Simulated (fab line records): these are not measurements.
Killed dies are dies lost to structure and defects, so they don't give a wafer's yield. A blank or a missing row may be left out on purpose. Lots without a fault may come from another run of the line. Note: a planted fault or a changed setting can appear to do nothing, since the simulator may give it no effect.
Comparing a struck lot with a sound one / flow sky130 / 16 out of 708 route steps
Sound: the wafers L324.2, L324.3, L324.5. Struck: wafer L340.3 (left out: L340.2, L340.4 of the same lot, which were not struck); the cause appears at the end.
At each step with rows: each side's tool, then ch and its chambers, then its first start. Under that, the readings that differ: sound wafers / struck wafers / difference of the means / sigmas: that difference in standard deviations of wafers without a fault.
alike: readings whose means differ by less than 2 such deviations, and words and numbers that are the same on both sides. not compared: withheld readings, readings that some wafer has no value for, bounds like >300 that may hide the same value, and numbers for which the record gives no deviation and whose values overlap.
The two part at a step that has a row with sigmas, a row that says differs or no value, or rows on one side only. When numbers do not overlap yet have no deviation, they are printed without sigmas and do not part them. A reading missing from all wafers of one side parts the sides only when that side holds two or more wafers.

SKY_METAL5_SPUTTER_03: material Ti, target thk 5 nm, time 3.3 s.
  struck on pvd_sputter-04, day 46 21:40; sound on pvd_sputter-03, day 42 19:46
  alike: chamber_pressure_pa, throttle_valve_pct
SKY_METAL5_SPUTTER_04: material TiN, target thk 70 nm, time 58.3 s.
  struck on pvd_sputter-04, day 46 21:41; sound on pvd_sputter-03, day 42 19:47
  alike: chamber_pressure_pa, throttle_valve_pct
SKY_METAL5_RS_MEAS_05: the measuring method here is four-point-probe.
  struck on film_metro-02, day 46 21:45; sound on film_metro-04, day 42 19:51
  alike: METAL5_ALCU_RS
SKY_METAL5_THK_MEAS_06: measures by xrf.
  struck on film_metro-02, day 46 21:52; sound on film_metro-04, day 42 19:58
  alike: METAL5_ALCU_THK
then, 7 steps without rows for these wafers: SKY_METAL5_DEHYDRATE_07 (time 60 s); SKY_METAL5_HMDS_08 (prime time 60 s); SKY_METAL5_COAT_09 (resist thk 1800 nm); SKY_METAL5_SOFTBAKE_10 (time 60 s); SKY_METAL5_EXPOSE_11 (exposes mask MM5, target cd 1600 nm); SKY_METAL5_PEB_12; SKY_METAL5_DEVELOP_13 (develop time 60 s).
SKY_METAL5_DESCUM_14: chemistry O2, time 11 s.
  sound on rie_metal-02 ch 0,1, day 43 17:32; struck on rie_metal-03 ch 0, day 47 17:02
reading=rf_fwd_power_W (W); sound=146.1 147.6 147.6; struck=148.9; difference=+1.8; sigmas=+2
  alike: drypump_motor_current_A, oes_product_au
  not compared: rf_hours_counter_h
SKY_METAL5_METAL_ETCH_15: etches the open film in Cl2/BCl3, stops on SiO2, target depth 1260 nm, time 252 s.
  sound on rie_metal-02 ch 0,1, day 43 17:34; struck on rie_metal-03 ch 0, day 47 17:04
reading=oes_product_au (a.u.); sound=0.893 0.892 0.899; struck=0.804; difference=-0.091; sigmas=-17
reading=over_etch_frac; sound=0.2 0.2 0.2; struck=0.43799; difference=+0.23799; sigmas=
reading=throttle_valve_pct (%); sound=22.271 22.256 22.262; struck=22.244; difference=-0.019; sigmas=-2
reading=model.NOVOLAK_of_METAL5_COAT_09.thk_nm (nm); sound=1047 1037 1044; struck=874.6; difference=-168.1; sigmas=
reading=model.METAL5.cd_nm (nm); sound=1597 1594 1592; struck=1577; difference=-17; sigmas=
reading=model.SiO2_of_VIA4_HDPCVD_00.thk_nm (nm); sound=548.8 549.5 551; struck=545.1; difference=-4.7; sigmas=
  alike: drypump_motor_current_A, rf_fwd_power_W
  not compared: rf_hours_counter_h
SKY_METAL5_STRIP_16: strips in O2/N2.
  sound on plasma_asher-03 ch 0,1, day 43 17:48; struck on plasma_asher-03 ch 0, day 47 17:18
reading=n2_flow_sccm (sccm); sound=299.2 300.1 300.5; struck=302.7; difference=+2.8; sigmas=+3
reading=oes_product_au (a.u.); sound=0.708 0.713 0.707; struck=0.699; difference=-0.010; sigmas=-2
reading=strip_time_to_endpoint_s (s); sound=13.21 13.10 13.17; struck=11.27; difference=-1.89; sigmas=-12
  alike: drypump_motor_current_A
  not compared: rf_hours_counter_h
then, 1 step without rows for these wafers: SKY_METAL5_STRIP_17 (strips in post etch residue remover, time 1200 s).
SKY_PAD_OPEN_PROBE_99:
  struck on prober-02, day 49 08:56; sound on prober-01, day 45 17:02
reading=model.etest.met5.width_nm (nm); sound=1598 1591 1592; struck=1578; difference=-16; sigmas=
  alike: defect_limited_yield, killed_at_M0_to_M3, killed_at_M4_up, killed_at_contacts, killed_at_front_end, killed_at_other, killed_dies, killed_open, killed_short, sort_bin_3_pad_short, sort_bin_5_function, sort_bin_6_memory, sort_n_pass, sort_yield_pct

WHERE THEY PART
At SKY_METAL5_DESCUM_14 first; at SKY_METAL5_STRIP_16 last (within this record only). Later steps at which nothing parts them and some readings are alike: SKY_PAD_OPEN_PROBE_99.

WHY: the cause the simulator had injected
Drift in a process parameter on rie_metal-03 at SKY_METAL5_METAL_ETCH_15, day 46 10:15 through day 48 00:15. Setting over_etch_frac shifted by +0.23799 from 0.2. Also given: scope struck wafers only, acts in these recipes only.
